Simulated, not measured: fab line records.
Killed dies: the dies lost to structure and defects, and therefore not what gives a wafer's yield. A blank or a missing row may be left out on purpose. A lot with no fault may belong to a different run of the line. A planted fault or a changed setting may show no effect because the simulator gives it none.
Which tool did it?    flow gf180mcu    12 lots (36 wafers sampled), 1 step of a 602-step route

== WHAT EACH GAUGE READ, for each wafer ==
GF_V3_THK_MEAS_25: measures by xrf.
lot   measured      on             V3_W_THK (nm)
L075  day 23 08:41  film metro-01  332 342 337
L077  day 23 15:01  film metro-04  331 329 329
L079  day 24 16:55  film metro-01  342 333 336
L080  day 25 03:32  film metro-04  326 329 325
L083  day 25 18:17  film metro-03  344 344 346
L085  day 26 05:08  film metro-01  344 344 342
L087  day 26 18:32  film metro-03  338 345 341
L089  day 27 09:57  film metro-01  328 330 332
L091  day 28 03:55  film metro-03  352 345 348
L093  day 28 11:17  film metro-03  350 353 351
L095  day 29 04:46  film metro-03  341 337 341
L097  day 29 12:04  film metro-01  338 337 334

== EACH LOT AND THE TOOL THAT RAN IT (in order: tool; ch and the chambers of the sampled wafers; start) ==
The record holds no process step before these readings.

== THE ANSWER, worked out from the rows above alone ==
Rule: usual is defined by the lots themselves. Put in order of their means at a reading, lots are off if they are a third of the lots or fewer, leave a main group of 4 or more, and stand apart from it by a gap of 3 or more times the standard deviation of the main group's means; of several such gaps the widest counts. Not used: any main group whose means are identical at the precision the tables above print for the reading. Also off: a lot with no number at a reading for which 4 or more lots have one. Any other lot the step has rows for is counted as sound.
Across all readings shown, no lot is off: no conclusion can be drawn from this.

== WHAT HAD BEEN PUT IN BY THE SIMULATOR ==
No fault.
